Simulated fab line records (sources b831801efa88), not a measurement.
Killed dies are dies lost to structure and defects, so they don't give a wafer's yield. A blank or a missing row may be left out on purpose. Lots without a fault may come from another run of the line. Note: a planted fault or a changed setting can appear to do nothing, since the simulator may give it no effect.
Which tool is to blame? + flow gf180mcu + 72 wafers from 24 lots sampled at 3 of the route's 602 steps

WHAT THE GAUGES READ, wafer by wafer
GF_VT_IMPLANT_TW_MEAS_10.
| lot  | measured     | on            | VT_IMPLANT_TW |
|------|--------------|---------------|---------------|
| L074 | day 5 18:30  | film-metro-02 | 562 559 561   |
| L075 | day 5 23:11  | film-metro-01 | 564 559 564   |
| L076 | day 6 05:35  | film-metro-04 | 563 565 566   |
| L077 | day 6 09:18  | film-metro-04 | 568 565 567   |
| L078 | day 6 14:49  | film-metro-01 | 563 566 567   |
| L079 | day 6 16:56  | film-metro-04 | 565 564 565   |
| L080 | day 7 02:22  | film-metro-02 | 559 558 559   |
| L081 | day 7 09:02  | film-metro-02 | 558 559 559   |
| L082 | day 7 13:46  | film-metro-02 | 555 557 559   |
| L083 | day 7 20:29  | film-metro-04 | 569 566 567   |
| L084 | day 8 05:50  | film-metro-04 | 566 570 565   |
| L085 | day 8 10:37  | film-metro-01 | 563 566 563   |
| L086 | day 8 15:11  | film-metro-02 | 560 559 562   |
| L087 | day 8 22:04  | film-metro-02 | 559 560 561   |
| L088 | day 9 06:05  | film-metro-02 | 561 563 561   |
| L089 | day 9 12:26  | film-metro-02 | 559 558 561   |
| L090 | day 9 22:11  | film-metro-01 | 566 566 564   |
| L092 | day 10 13:52 | film-metro-01 | 562 563 563   |
| L091 | day 10 15:14 | film-metro-04 | 562 564 565   |
| L093 | day 10 23:32 | film-metro-01 | 562 562 567   |
| L094 | day 11 02:07 | film-metro-04 | 566 571 567   |
| L095 | day 11 08:50 | film-metro-04 | 570 567 569   |
| L097 | day 11 13:59 | film-metro-04 | 568 569 570   |
| L096 | day 11 17:57 | film-metro-01 | 561 563 564   |

GF_VT_IMPLANT_RS_MEAS_47: measurement is done with a four-point probe.
| lot  | measured     | on            | NWELL_RS (ohm/sq) |
|------|--------------|---------------|-------------------|
| L074 | day 7 15:03  | film-metro-01 | 487.1 488.2 489.1 |
| L075 | day 7 20:31  | film-metro-03 | 486.0 487.6 486.4 |
| L076 | day 8 03:26  | film-metro-03 | 485.0 486.7 486.2 |
| L077 | day 8 09:25  | film-metro-01 | 488.2 486.9 485.6 |
| L078 | day 8 16:27  | film-metro-03 | 488.6 487.1 487.3 |
| L079 | day 8 17:58  | film-metro-02 | 486.4 486.8 487.2 |
| L080 | day 9 03:58  | film-metro-01 | 489.3 487.5 487.8 |
| L081 | day 9 12:10  | film-metro-03 | 485.9 487.0 485.2 |
| L082 | day 9 16:42  | film-metro-02 | 491.3 490.0 488.7 |
| L083 | day 9 23:34  | film-metro-01 | 489.2 489.0 488.4 |
| L084 | day 10 11:15 | film-metro-03 | 489.9 490.1 487.5 |
| L085 | day 10 16:28 | film-metro-03 | 487.2 486.2 487.5 |
| L086 | day 10 21:19 | film-metro-02 | 485.9 486.2 485.6 |
| L087 | day 11 05:21 | film-metro-03 | 486.5 486.6 488.0 |
| L088 | day 11 14:07 | film-metro-01 | 489.2 488.0 489.2 |
| L089 | day 11 19:58 | film-metro-02 | 488.0 487.6 488.1 |
| L090 | day 12 06:40 | film-metro-02 | 487.2 487.9 489.3 |
| L092 | day 12 22:45 | film-metro-02 | 485.1 487.0 486.5 |
| L091 | day 13 00:48 | film-metro-01 | 488.2 487.6 488.7 |
| L093 | day 13 08:23 | film-metro-02 | 486.7 486.1 486.5 |
| L094 | day 13 12:59 | film-metro-02 | 488.8 487.6 488.8 |
| L095 | day 13 19:57 | film-metro-01 | 488.1 488.2 488.9 |
| L097 | day 14 02:56 | film-metro-03 | 486.8 487.0 486.8 |
| L096 | day 14 04:47 | film-metro-02 | 486.2 487.2 487.8 |

GF_POLY_GATE_OVL_MEAS_11.
| lot  | measured     | on         | POLY_GATE_OVL (nm) |
|------|--------------|------------|--------------------|
| L074 | day 9 05:18  | overlay-02 | 4 2 -3             |
| L075 | day 9 12:31  | overlay-01 | -11 -5 -7          |
| L076 | day 9 19:34  | overlay-01 | 5 2 9              |
| L077 | day 10 02:23 | overlay-02 | 3 5 2              |
| L078 | day 10 10:38 | overlay-02 | 4 9 2              |
| L079 | day 10 13:04 | overlay-01 | 1 0 1              |
| L080 | day 10 21:09 | overlay-01 | -6 -4 2            |
| L081 | day 11 06:51 | overlay-01 | -1 3 7             |
| L082 | day 11 11:54 | overlay-02 | 10 7 5             |
| L083 | day 11 19:29 | overlay-02 | -6 -13 -9          |
| L084 | day 12 07:20 | overlay-01 | 2 -2 7             |
| L085 | day 12 11:39 | overlay-01 | 4 -9 -1            |
| L086 | day 12 19:46 | overlay-01 | 0 -5 -6            |
| L087 | day 13 01:24 | overlay-01 | 0 4 2              |
| L088 | day 13 10:45 | overlay-02 | 5 -3 -11           |
| L089 | day 13 18:28 | overlay-01 | 4 1 1              |
| L090 | day 14 04:05 | overlay-02 | 7 7 4              |
| L092 | day 14 21:48 | overlay-02 | 2 -5 -10           |
| L091 | day 15 00:22 | overlay-01 | 4 1 9              |
| L093 | day 15 07:52 | overlay-02 | -1 7 -1            |
| L094 | day 15 11:52 | overlay-01 | -4 -9 -8           |
| L095 | day 15 18:40 | overlay-01 | 9 -4 8             |
| L097 | day 16 02:16 | overlay-02 | -1 -13 -4          |
| L096 | day 16 06:19 | overlay-01 | 11 7 2             |

EACH LOT AND THE TOOL THAT RAN IT (in order: tool; ch and the chambers of the sampled wafers; start)
The record shows no process step preceding these readings.

AS READ BY THE TOOLS THEMSELVES (means over the sampled wafers that have a number; for cases with no such wafer, the mark the record gives instead)
The record holds no such reading with a usual standard deviation.

THE ANSWER, worked out from the rows above alone
Rule: what is usual is taken from the lots themselves. Put in order of their means at a reading, lots are off if they are a third of the lots or fewer, leave a main group of 4 or more, and stand apart from it by a gap of 3 or more times the standard deviation of the main group's means; of several such gaps the widest counts. If all means in a main group match to the digits the tables above print for the reading, that group is not used. A lot without any number at a reading at which 4 lots or more have one is off too. Any other lot the step has rows for is counted as sound. First the gauges in route order, then the tools' own readings, where a lot's mean is used as printed above. The first step at which some lot is off is used, and at that step the reading that is off furthest; a lot without a number counts as furthest.
Across all readings shown, no lot is off: no conclusion can be drawn from this.

WHAT WAS PUT IN BY THE SIMULATOR
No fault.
